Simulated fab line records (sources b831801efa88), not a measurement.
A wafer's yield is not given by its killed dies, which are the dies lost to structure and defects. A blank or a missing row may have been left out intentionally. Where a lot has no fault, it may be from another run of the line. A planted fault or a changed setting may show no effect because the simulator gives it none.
Chamber matching || flow sky130 || 4 sister chambers for SKY_LI_CONTACT_CMP_24 on cmp-02
The step polishes, stops on PSG, t overpolish 20 s, target thk 0 nm. 4 wafers are shown with their chamber, then 8 later ones without.

## WAFERS, EACH WITH ITS CHAMBER
{"wafer": "L352.2", "chamber": 1, "motor_current_A (A)": 11.0}
{"wafer": "L354.2", "chamber": 2, "motor_current_A (A)": 8.9}
{"wafer": "L354.5", "chamber": 0, "motor_current_A (A)": 11.0}
{"wafer": "L359.3", "chamber": 3, "motor_current_A (A)": 9.9}

## WAFERS MISSING THEIR CHAMBER
{"wafer": "L359.4", "motor_current_A (A)": 11.2}
{"wafer": "L359.5", "motor_current_A (A)": 8.6}
{"wafer": "L360.3", "motor_current_A (A)": 11.4}
{"wafer": "L360.5", "motor_current_A (A)": 10.1}
{"wafer": "L360.6", "motor_current_A (A)": 11.2}
{"wafer": "L362.1", "motor_current_A (A)": 8.7}
{"wafer": "L362.5", "motor_current_A (A)": 9.7}
{"wafer": "L362.6", "motor_current_A (A)": 8.9}

## WHICH CHAMBER EACH WENT THROUGH
{"wafer": "L359.4", "from the rows above": "can't be placed: 0 or 1", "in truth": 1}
{"wafer": "L359.5", "from the rows above": 2, "in truth": 2}
{"wafer": "L360.3", "from the rows above": "can't be placed: 0 or 1", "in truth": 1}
{"wafer": "L360.5", "from the rows above": 3, "in truth": 3}
{"wafer": "L360.6", "from the rows above": "can't be placed: 0 or 1", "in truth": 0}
{"wafer": "L362.1", "from the rows above": 2, "in truth": 2}
{"wafer": "L362.5", "from the rows above": 3, "in truth": 3}
{"wafer": "L362.6", "from the rows above": 2, "in truth": 2}
Placed correctly: 5 of 8. Can't be placed from these rows: 3 (the true chamber is among the candidates in 3). Placed wrongly: 0.
How it was worked out, from the rows above alone: a wafer's distance from a chamber is the root of the sum, over the readings, of the square of ((its reading less the chamber's mean) divided by the reading's scatter). The wafer belongs to the nearest chamber; if the next one is less than 2 further off, it can't be placed. The mean given for a chamber averages the wafers shown for that chamber. The scatter (one wafer shown for each chamber): square how far every hidden wafer sits from the nearest shown wafer, average those squares and take the square root.
